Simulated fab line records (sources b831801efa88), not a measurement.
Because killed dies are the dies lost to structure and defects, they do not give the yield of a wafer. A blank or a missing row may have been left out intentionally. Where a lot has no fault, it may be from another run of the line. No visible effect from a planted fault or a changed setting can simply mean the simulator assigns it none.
Which tool was responsible? | flow gf180mcu | 24 lots with 72 wafers sampled at 6 steps, on a route of 602 steps

== WHAT THE GAUGES READ, wafer by wafer ==
GF_HV_LDD_OVL_MEAS_32.
lot  | measured     | on         | HV_LDD_02_OVL (nm)
L074 | day 11 20:10 | overlay-02 | -1.5 -1.8 -0.8
L075 | day 12 02:22 | overlay-01 | 1.2 1.6 1.0
L076 | day 12 12:43 | overlay-01 | 0.5 -0.6 -0.1
L077 | day 12 13:59 | overlay-01 | 0.8 -0.9 0.1
L078 | day 12 18:35 | overlay-01 | 0.1 -0.5 -0.5
L079 | day 13 01:57 | overlay-02 | 0.1 -1.4 0.0
L080 | day 13 07:05 | overlay-02 | -2.5 -3.4 -1.7
L081 | day 13 20:41 | overlay-02 | -0.8 -1.9 -1.2
L082 | day 14 06:59 | overlay-01 | -0.9 -0.9 0.0
L083 | day 14 11:04 | overlay-02 | 0.2 1.8 0.7
L084 | day 14 19:53 | overlay-01 | -2.9 -1.2 -0.5
L085 | day 15 04:49 | overlay-02 | 0.8 1.4 1.0
L086 | day 15 16:32 | overlay-02 | -2.1 0.7 -0.1
L087 | day 16 04:32 | overlay-02 | -0.3 -3.3 -1.5
L088 | day 16 09:35 | overlay-01 | 0.6 1.0 2.1
L089 | day 16 12:03 | overlay-01 | 1.9 0.1 1.4
L090 | day 17 00:11 | overlay-01 | -1.0 -1.7 -1.7
L091 | day 17 04:19 | overlay-01 | 0.7 0.5 1.1
L092 | day 17 12:26 | overlay-02 | -0.3 -0.3 -1.4
L093 | day 17 17:48 | overlay-02 | 1.4 2.2 1.1
L094 | day 18 01:34 | overlay-01 | -0.6 0.0 -0.6
L095 | day 18 08:40 | overlay-02 | 0.4 0.6 0.5
L096 | day 18 17:58 | overlay-02 | -0.4 0.7 0.2
L097 | day 19 00:26 | overlay-02 | 2.8 2.1 2.3

GF_CONTACT_THK_MEAS_03.
lot  | measured     | on           | CONTACT_CVD_02_THK (nm)
L074 | day 15 11:20 | filmMetro-01 | 844 863 853
L075 | day 15 18:17 | filmMetro-02 | 860 864 854
L076 | day 16 05:02 | filmMetro-03 | 861 883 881
L077 | day 16 08:02 | filmMetro-01 | 855 854 881
L078 | day 16 12:50 | filmMetro-01 | 852 856 872
L079 | day 16 21:23 | filmMetro-02 | 874 856 854
L080 | day 17 02:13 | filmMetro-03 | 868 879 877
L081 | day 17 19:16 | filmMetro-01 | 871 865 887
L082 | day 18 05:16 | filmMetro-02 | 870 870 881
L083 | day 18 10:10 | filmMetro-03 | 851 861 865
L084 | day 18 20:19 | filmMetro-01 | 853 864 860
L085 | day 19 04:05 | filmMetro-01 | 872 873 876
L086 | day 19 17:45 | filmMetro-03 | 863 869 871
L087 | day 20 06:35 | filmMetro-03 | 867 890 875
L088 | day 20 13:29 | filmMetro-01 | 866 865 876
L089 | day 20 16:09 | filmMetro-03 | 842 865 861
L090 | day 21 03:54 | filmMetro-01 | 855 873 876
L091 | day 21 11:37 | filmMetro-02 | 843 836 863
L092 | day 21 20:19 | filmMetro-02 | 848 854 849
L093 | day 21 23:20 | filmMetro-02 | 860 845 864
L094 | day 22 05:52 | filmMetro-02 | 856 862 883
L095 | day 22 13:13 | filmMetro-03 | 849 862 857
L096 | day 22 23:29 | filmMetro-01 | 852 870 877
L097 | day 23 04:57 | filmMetro-03 | 846 855 869

GF_M1_OVL_MEAS_15.
lot  | measured     | on         | M1_OVL (nm)
L074 | day 17 08:38 | overlay-02 | 4 4 8
L075 | day 17 16:14 | overlay-01 | 0 -7 0
L076 | day 18 04:16 | overlay-01 | 5 5 3
L077 | day 18 08:32 | overlay-01 | -2 -4 2
L078 | day 18 11:58 | overlay-02 | 3 9 3
L079 | day 18 20:38 | overlay-02 | -4 -1 1
L080 | day 19 01:52 | overlay-01 | 0 2 1
L081 | day 19 22:16 | overlay-01 | 10 8 4
L082 | day 20 08:05 | overlay-02 | -1 2 1
L083 | day 20 12:37 | overlay-01 | 0 -5 -5
L084 | day 20 23:07 | overlay-01 | 3 -2 1
L085 | day 21 06:07 | overlay-01 | 1 -1 -6
L086 | day 21 19:34 | overlay-01 | 2 -3 -1
L087 | day 22 07:35 | overlay-01 | -2 -4 -4
L088 | day 22 14:25 | overlay-02 | -3 0 0
L089 | day 22 18:07 | overlay-02 | 1 2 -1
L090 | day 23 04:55 | overlay-02 | -2 2 0
L091 | day 23 11:34 | overlay-01 | 1 0 -1
L092 | day 23 19:44 | overlay-01 | -9 -2 -9
L093 | day 23 22:59 | overlay-01 | 10 1 6
L094 | day 24 05:37 | overlay-02 | -7 -8 -10
L095 | day 24 12:01 | overlay-01 | 3 0 4
L096 | day 24 21:52 | overlay-01 | -6 1 -2
L097 | day 25 03:14 | overlay-02 | 0 2 -2

GF_M3_OVL_MEAS_15.
lot  | measured     | on         | M3_OVL (nm)
L074 | day 21 13:23 | overlay-01 | -1 3 1
L075 | day 21 23:32 | overlay-02 | -7 -15 -4
L076 | day 22 11:13 | overlay-01 | -10 -8 -6
L077 | day 22 13:31 | overlay-01 | 6 10 3
L078 | day 22 16:46 | overlay-01 | -8 -4 -4
L079 | day 23 01:26 | overlay-01 | -1 3 -3
L080 | day 23 07:31 | overlay-02 | -3 -4 -6
L081 | day 24 01:34 | overlay-01 | -4 -8 -13
L082 | day 24 11:07 | overlay-02 | -5 3 -2
L083 | day 24 16:16 | overlay-01 | -7 -9 -9
L084 | day 25 00:59 | overlay-01 | -20 -15 -15
L085 | day 25 06:35 | overlay-02 | -15 -13 -9
L086 | day 25 17:43 | overlay-01 | -4 3 1
L087 | day 26 04:46 | overlay-02 | -5 -8 -2
L088 | day 26 13:08 | overlay-01 | -11 -10 -12
L089 | day 26 15:10 | overlay-02 | -11 0 4
L090 | day 27 00:41 | overlay-02 | -5 -9 1
L091 | day 27 08:25 | overlay-02 | -10 -4 -12
L092 | day 27 13:01 | overlay-02 | -14 -10 -10
L093 | day 27 17:25 | overlay-02 | -1 1 2
L094 | day 27 23:08 | overlay-02 | -6 -7 -12
L095 | day 28 06:46 | overlay-02 | -6 -3 2
L096 | day 28 15:52 | overlay-02 | -5 -12 -11
L097 | day 28 17:35 | overlay-02 | 2 4 -1

GF_M5_OVL_MEAS_08.
lot  | measured     | on         | M5_OVL (nm)
L074 | day 26 11:53 | overlay-01 | 0 3 0
L075 | day 26 19:10 | overlay-01 | -4 1 -3
L076 | day 27 05:22 | overlay-02 | -1 3 5
L077 | day 27 08:53 | overlay-02 | -6 -9 -12
L078 | day 27 11:10 | overlay-01 | 4 7 1
L079 | day 27 18:28 | overlay-01 | 7 5 8
L080 | day 27 22:20 | overlay-02 | 3 5 0
L081 | day 28 16:28 | overlay-01 | 5 2 7
L082 | day 29 00:38 | overlay-02 | 0 -5 4
L083 | day 29 04:10 | overlay-01 | 4 3 2
L084 | day 29 11:47 | overlay-02 | -2 2 3
L085 | day 29 17:34 | overlay-01 | 0 -2 -8
L086 | day 30 04:16 | overlay-01 | 2 6 4
L087 | day 30 12:55 | overlay-01 | -8 -2 2
L088 | day 30 20:22 | overlay-02 | 7 6 2
L089 | day 30 22:26 | overlay-01 | -12 -10 -9
L090 | day 31 04:56 | overlay-01 | 8 14 6
L091 | day 31 13:47 | overlay-01 | -4 -5 -1
L092 | day 31 17:14 | overlay-01 | -2 -5 0
L093 | day 31 20:41 | overlay-01 | -4 -3 5
L094 | day 32 01:58 | overlay-01 | 2 11 9
L095 | day 32 07:01 | overlay-01 | -5 5 3
L096 | day 32 15:46 | overlay-01 | 0 3 3
L097 | day 32 17:35 | overlay-02 | 4 1 3

GF_V5_THK_MEAS_03.
lot  | measured     | on           | V5_CVD_02_THK (nm)
L074 | day 26 12:56 | filmMetro-02 | 1445 1434 1461
L075 | day 26 20:05 | filmMetro-01 | 1439 1443 1448
L076 | day 27 06:30 | filmMetro-04 | 1417 1464 1467
L077 | day 27 09:52 | filmMetro-04 | 1463 1479 1467
L078 | day 27 12:12 | filmMetro-04 | 1421 1429 1452
L079 | day 27 19:31 | filmMetro-02 | 1466 1455 1463
L080 | day 27 23:19 | filmMetro-01 | 1467 1465 1491
L081 | day 28 17:25 | filmMetro-01 | 1446 1439 1480
L082 | day 29 01:42 | filmMetro-04 | 1447 1468 1466
L083 | day 29 05:12 | filmMetro-04 | 1418 1429 1441
L084 | day 29 12:51 | filmMetro-04 | 1425 1439 1446
L085 | day 29 18:29 | filmMetro-02 | 1452 1483 1483
L086 | day 30 05:11 | filmMetro-01 | 1406 1424 1431
L087 | day 30 13:51 | filmMetro-02 | 1460 1489 1501
L088 | day 30 21:20 | filmMetro-04 | 1416 1420 1430
L089 | day 30 23:22 | filmMetro-02 | 1444 1464 1499
L090 | day 31 05:53 | filmMetro-04 | 1454 1466 1428
L091 | day 31 14:42 | filmMetro-02 | 1461 1442 1462
L092 | day 31 18:16 | filmMetro-02 | 1425 1450 1453
L093 | day 31 21:46 | filmMetro-01 | 1412 1433 1460
L094 | day 32 03:06 | filmMetro-01 | 1432 1466 1471
L095 | day 32 08:03 | filmMetro-01 | 1411 1443 1435
L096 | day 32 16:55 | filmMetro-01 | 1431 1464 1449
L097 | day 32 18:31 | filmMetro-01 | 1442 1468 1473

== TOOL THAT RAN EACH LOT (tool first, then ch and the chambers of the sampled wafers, then the start) ==
No process step before these readings appears in the record.

== WHAT THE TOOLS THEMSELVES READ (means of the sampled wafers that have a number; where no wafer has one, the mark that the record gives instead) ==
The record holds no such reading with a usual standard deviation.

== THE ANSWER, worked out from the rows above alone ==
Rule: what is usual is taken from the lots themselves. Put in order of their means at a reading, lots are off if they are a third of the lots or fewer, leave a main group of 4 or more, and stand apart from it by a gap of 3 or more times the standard deviation of the main group's means; of several such gaps the widest counts. A main group is skipped when, at the precision printed for the reading in the tables above, its means are all equal. A lot without any number at a reading at which 4 lots or more have one is off too. Any other lot the step has rows for is counted as sound. First the gauges in route order, then the tools' own readings, where a lot's mean is used as printed above. The first step at which some lot is off is used, and at that step the reading that is off furthest; a lot without a number counts as furthest.
No lot is off on any of the readings shown, so nothing can be concluded from this.

== WHAT THE SIMULATOR HAD INSERTED ==
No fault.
